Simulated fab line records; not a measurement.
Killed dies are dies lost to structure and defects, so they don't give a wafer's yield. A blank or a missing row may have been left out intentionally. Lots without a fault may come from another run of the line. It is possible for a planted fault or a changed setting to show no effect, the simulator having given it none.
One fault seen from 2 desks / flow sky130 / each desk holds nothing but its own numbers, with what lay behind them at the end

METROLOGY DESK
What the gauges read for every lot (on any tool): the sampled wafers with a number, averaged. The brackets show how far a lot's mean lies from the usual mean; more than 4 standard deviations puts the lot out of limits, marked OUT.
Columns: A = SONOS_TUNNEL_TW at SKY_SONOS_TUNNEL_TW_MEAS_12, usual 197.9; B = GATE_OXIDE_OXIDATION_00_THK at SKY_GATE_OXIDE_THK_MEAS_02, usual 10.22 nm; C = LDD_LDN_OVL at SKY_LDD_LDN_OVL_MEAS_07, usual 0.6 nm; D = VIA1_HDPCVD_THK at SKY_VIA1_THK_MEAS_01, usual 1030 nm
lot=L664; first seen here=day 11 02:20; A=199.7; B=10.36; C=-0.4; D=1023
lot=L665; first seen here=day 11 16:47; A=197.6; B=10.30; C=0.5; D=1019
lot=L666; first seen here=day 11 23:04; A=197.9; B=9.92; C=-1.1; D=1027
lot=L668; first seen here=day 12 10:31; A=200.3; B=9.87; C=2.4; D=1041
lot=L669; first seen here=day 13 02:25; A=195.7; B=10.06; C=2.0; D=1151 (+12) OUT
lot=L673; first seen here=day 14 03:49; A=195.9; B=10.13; C=0.4; D=1157 (+13) OUT
lot=L675; first seen here=day 14 21:10; A=199.9; B=10.24; C=0.0; D=1045
lot=L680; first seen here=day 16 15:17; A=196.5; B=10.29; C=0.7; D=1042
lot=L682; first seen here=day 17 00:17; A=199.4; B=10.29; C=-0.6; D=1047
lot=L684; first seen here=day 17 23:17; A=199.0; B=10.57; C=1.2; D=1047
lot=L686; first seen here=day 18 09:16; A=199.4; B=10.24; C=0.0; D=1022
lot=L687; first seen here=day 18 21:44; A=200.0; B=10.36; C=-0.9; D=1043
This desk reports L669, L673 out of limits; the earliest was L669 at day 35 07:50 (VIA1_HDPCVD_THK at SKY_VIA1_THK_MEAS_01). L664, L665, L666, L668, L675, L680, L682, L684, L686, L687 stayed within limits.

DESK OF THE TOOL OWNER: hdpcvd-01
The tool's own readings at SKY_VIA1_HDPCVD_00 (deposits SiO2, target thk 1030 nm, time 171.7 s): means of the sampled wafers that have a number, for each lot that ran on this tool. The brackets show how far a lot's mean lies from the usual mean; more than 4 standard deviations puts the lot out of limits, marked OUT.
Columns: A = sih4 flow sccm at SKY_VIA1_HDPCVD_00, usual 60.03 sccm
lot=L664; first seen here=day 32 09:01; A=59.89
lot=L665; first seen here=day 32 22:59; A=59.90
lot=L668; first seen here=day 33 18:23; A=60.20
lot=L669; first seen here=day 35 07:44; A=68.06 (+45) OUT
lot=L673; first seen here=day 35 16:23; A=68.06 (+45) OUT
lot=L680; first seen here=day 38 02:25; A=60.04
lot=L682; first seen here=day 38 07:37; A=60.00
lot=L684; first seen here=day 39 01:16; A=59.94
lot=L686; first seen here=day 39 12:17; A=59.87
lot=L687; first seen here=day 39 21:44; A=60.02
This desk's verdict: out of limits on L669, L673, starting with L669 at day 35 07:44 (sih4 flow sccm at SKY_VIA1_HDPCVD_00). L664, L665, L668, L680, L682, L684, L686, L687 stayed within limits.

PUT TOGETHER
The tool owner's desk had the chance to raise an alarm at day 35 07:44 on L669, L673.
L669, L673 would have let the metrology desk raise an alarm at day 35 07:50.
Every lot named ran SKY_VIA1_HDPCVD_00 on hdpcvd-01.

WHAT THE SIMULATOR HAD INSERTED
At SKY_VIA1_HDPCVD_00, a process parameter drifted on hdpcvd-01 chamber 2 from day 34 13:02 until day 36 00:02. A move of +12 in setting sih4 flow sccm, from 60. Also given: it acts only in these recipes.
Shown lots that were struck: L669, L673.
Time in hours from fault onset to the first out-of-limits reading at each desk: tool owner's desk 19, metrology desk 19.
